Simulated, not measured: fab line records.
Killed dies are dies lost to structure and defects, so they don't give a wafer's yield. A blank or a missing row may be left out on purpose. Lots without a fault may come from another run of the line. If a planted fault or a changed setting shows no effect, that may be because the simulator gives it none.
Which tool was responsible? || flow gf180mcu || 7 lots with 21 wafers sampled at 3 steps, on a route of 602 steps

== WHAT THE GAUGES READ, wafer by wafer ==
GF_V2_THK_MEAS_03.
{"lot": "L974", "measured": "day 20 00:07", "on": "film-metro-03", "V2_CVD_02_THK (nm)": "840 842 861"}
{"lot": "L977", "measured": "day 21 05:34", "on": "film-metro-04", "V2_CVD_02_THK (nm)": "850 845 850"}
{"lot": "L979", "measured": "day 22 00:14", "on": "film-metro-04", "V2_CVD_02_THK (nm)": "841 849 851"}
{"lot": "L989", "measured": "day 25 21:29", "on": "film-metro-01", "V2_CVD_02_THK (nm)": "851 852 858"}
{"lot": "L991", "measured": "day 26 03:22", "on": "film-metro-01", "V2_CVD_02_THK (nm)": "855 865 871"}
{"lot": "L993", "measured": "day 26 21:49", "on": "film-metro-01", "V2_CVD_02_THK (nm)": "855 844 867"}
{"lot": "L995", "measured": "day 27 08:22", "on": "film-metro-01", "V2_CVD_02_THK (nm)": "850 861 852"}

== EACH LOT AND THE TOOL THAT RAN IT (in order: tool; ch and the chambers of the sampled wafers; start) ==
{"lot": "L974", "GF_STI_WET_ETCH_28": "wet-bench-04 ch 3, day 2 14:49", "GF_SALICIDE_RTA_08": "rtp-anneal-01 ch 0, day 15 19:31"}
{"lot": "L977", "GF_STI_WET_ETCH_28": "wet-bench-03 ch 1, day 3 07:47", "GF_SALICIDE_RTA_08": "rtp-anneal-01 ch 0, day 16 22:46"}
{"lot": "L979", "GF_STI_WET_ETCH_28": "wet-bench-04 ch 2, day 3 17:05", "GF_SALICIDE_RTA_08": "rtp-anneal-01 ch 0, day 17 17:37"}
{"lot": "L989", "GF_STI_WET_ETCH_28": "wet-bench-04 ch 3, day 5 22:45", "GF_SALICIDE_RTA_08": "rtp-anneal-01 ch 0, day 21 06:31"}
{"lot": "L991", "GF_STI_WET_ETCH_28": "wet-bench-03 ch 1, day 6 06:47", "GF_SALICIDE_RTA_08": "rtp-anneal-01 ch 0, day 22 00:03"}
{"lot": "L993", "GF_STI_WET_ETCH_28": "wet-bench-04 ch 0, day 6 19:17", "GF_SALICIDE_RTA_08": "rtp-anneal-02 ch 0, day 22 17:49"}
{"lot": "L995", "GF_STI_WET_ETCH_28": "wet-bench-03 ch 2, day 7 03:29", "GF_SALICIDE_RTA_08": "rtp-anneal-01 ch 0, day 23 06:32"}
- GF_STI_WET_ETCH_28: etches SiO2 in dHF, target depth 20 nm, time 40 s.
- GF_SALICIDE_RTA_08: time 30 s.

== THE ANSWER, worked out from the rows above alone ==
Rule: usual is defined by the lots themselves. Put in order of their means at a reading, lots are off if they are a third of the lots or fewer, leave a main group of 4 or more, and stand apart from it by a gap of 3 or more times the standard deviation of the main group's means; of several such gaps the widest counts. If all means in a main group match to the digits the tables above print for the reading, that group is not used. Also off: a lot with no number at a reading for which 4 or more lots have one. Where the step has rows for the other lots, those lots are counted as sound.
Nothing can be told from this: no lot is off at any reading shown.

== WHAT THE SIMULATOR PUT IN ==
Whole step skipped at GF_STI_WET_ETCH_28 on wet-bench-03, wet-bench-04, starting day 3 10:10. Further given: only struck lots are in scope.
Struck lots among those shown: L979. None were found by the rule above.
